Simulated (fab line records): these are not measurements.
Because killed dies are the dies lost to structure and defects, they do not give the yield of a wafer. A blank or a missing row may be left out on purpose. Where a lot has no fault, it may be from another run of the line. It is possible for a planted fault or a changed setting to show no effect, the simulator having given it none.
Split-lot experiment | flow sfq_line | on a route of 325 steps: 5 lots, 23 wafers read

ABOUT THE SPLIT
At SFQ_TRILAYER_M1_DEP_SPUTTER_037 (material Nb, target thk 200 nm, time 133.3 s), the setting time_s was moved away from the recipe's 133.3 s on 6 of the 23 wafers read, by -13.5% to +12.3%. All remaining wafers had this setting at the recipe value.

FROM THE SPLIT TO THE READING: what the file shows between them, 5 steps
- SFQ_M1_RS_MEAS_909: measures by four-point-probe
- SFQ_TRILAYER_M1_LITHO_EXPOSE_040: exposes mask M1, target cd 500 nm (also split here: dose_mj)
- SFQ_TRILAYER_M1_LITHO_PEB_042: peb time 60 s
- SFQ_TRILAYER_M1_LITHO_DEVELOP_041: time 60 s
- SFQ_TRILAYER_M1_BARC_OPEN_METAL_ETCH_054: etches BARC in O2, target depth 125 nm, time 41.7 s

THE READING
oes_product_au, in a.u., at SFQ_TRILAYER_M1_ETCH_METAL_ETCH_042 (etches Nb in Cl2/Ar, stops on SiO2, target depth 240 nm, time 125.7 s). A value of 0.890 a.u. with a standard deviation of 0.0058 a.u. is what fault-free wafers of this fab line usually give.

wafer  | tool, chamber at the split | time_s as run, s | against the recipe | oes_product_au, a.u. | against lot-mates on the recipe
L074.4 | pvd_sputter-03, -          | 133.3            | recipe             | 0.885                | -
L074.5 | pvd_sputter-03, -          | 133.3            | recipe             | 0.893                | -
L074.6 | pvd_sputter-03, -          | 133.3            | recipe             | 0.886                | -
L077.1 | pvd_sputter-04, -          | 115.3            | -13.5%             | 0.818                | -0.070
L077.3 | pvd_sputter-04, -          | 115.3            | -13.5%             | 0.816                | -0.072
L077.4 | pvd_sputter-04, -          | 115.3            | -13.5%             | 0.809                | -0.078
L077.5 | pvd_sputter-04, -          | 133.3            | recipe             | 0.888                | -
L077.6 | pvd_sputter-04, -          | 133.3            | recipe             | 0.887                | -
L081.1 | pvd_sputter-03, -          | 133.3            | recipe             | 0.898                | -
L081.2 | pvd_sputter-03, -          | 133.3            | recipe             | 0.897                | -
L081.3 | pvd_sputter-03, -          | 133.3            | recipe             | 0.890                | -
L081.4 | pvd_sputter-03, -          | 133.3            | recipe             | 0.895                | -
L081.6 | pvd_sputter-03, -          | 133.3            | recipe             | 0.884                | -
L084.1 | pvd_sputter-06, -          | 133.3            | recipe             | 0.892                | -
L084.2 | pvd_sputter-06, -          | 133.3            | recipe             | 0.898                | -
L084.3 | pvd_sputter-06, -          | 133.3            | recipe             | 0.895                | -
L084.5 | pvd_sputter-06, -          | 133.3            | recipe             | 0.888                | -
L084.6 | pvd_sputter-06, -          | 133.3            | recipe             | 0.897                | -
L085.1 | pvd_sputter-04, -          | 133.3            | recipe             | 0.886                | -
L085.2 | pvd_sputter-04, -          | 149.7            | +12.3%             | 0.943                | +0.052
L085.3 | pvd_sputter-04, -          | 149.7            | +12.3%             | 0.945                | +0.054
L085.5 | pvd_sputter-04, -          | 149.7            | +12.3%             | 0.952                | +0.061
L085.6 | pvd_sputter-04, -          | 133.3            | recipe             | 0.896                | -

FIT RESULTS
A straight line over all 23 wafers: oes_product_au changes by +0.00515 a.u. for each +1% of time_s; r = +0.99; the points scatter about the line by 0.006 a.u.
The same after taking each lot's own level away (the mean of its wafers on the recipe; 23 wafers): +0.00501 a.u. for each +1%; r = +0.99; scatter 0.005 a.u.
That fit puts the effect of the largest move of time_s on the reading at 0.068 a.u.
From 0.8875 to 0.8940 a.u.: that is the span of the lots' own levels, equal to 1.1 times the standard deviation above.
The two slopes agree, so the slope changes little with the lot-to-lot level.
Check: for one of the wafers moved furthest among these (-13.5%), held out of the fit, the line's prediction against its lot-mates is -0.069 a.u. It came out at -0.0695 a.u. against them.

ADDITIONAL SPLITS CARRIED BY THESE WAFERS
Other splits were also applied to these wafers ahead of the reading. Each is held against what the fit with the lots' levels taken away leaves over:
other split on the same wafers                      | wafers away from the commonest value | r with oes_product_au (lot level and that fit taken away)
SFQ_TRILAYER_INCOMING_OXIDATION_002 ox_time_s       | 10                                   | +0.06
SFQ_TRILAYER_M0_DEP_SPUTTER_019 time_s              | 8                                    | +0.22
SFQ_TRILAYER_I0_VIA_LITHO_EXPOSE_032 dose_mj        | 7                                    | +0.06
SFQ_TRILAYER_I0_VIA_BARC_OPEN_VIA_ETCH_046 source_w | 11                                   | -0.04
SFQ_TRILAYER_M1_LITHO_EXPOSE_040 dose_mj            | 5                                    | +0.32

THE WHOLE CHAIN: every reading that the file lists as answering this split, in the file's order
step                                | what it does                                                          | reading                                                                                   | change (the file's fit)                   | r (the file's)
SFQ_TRILAYER_M1_DEP_SPUTTER_037     | material Nb, target thk 200 nm, time 133.3 s                          | Nb_of_TRILAYER_M1_DEP_SPUTTER_037.thk_nm (the simulator's own value, which no gauge read) | +1.98 nm for each +1% of the setting      | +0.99
SFQ_M1_RS_MEAS_909                  | measures by four-point-probe                                          | M1_NB_RS                                                                                  | -0.00921 for each +1% of the setting      | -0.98
SFQ_TRILAYER_M1_ETCH_METAL_ETCH_042 | etches Nb in Cl2/Ar, stops on SiO2, target depth 240 nm, time 125.7 s | oes_product_au                                                                            | +0.00503 a.u. for each +1% of the setting | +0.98

FILE'S OWN FIT
oes_product_au changes by +0.00503 a.u. for each +1% of time_s, r = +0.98.
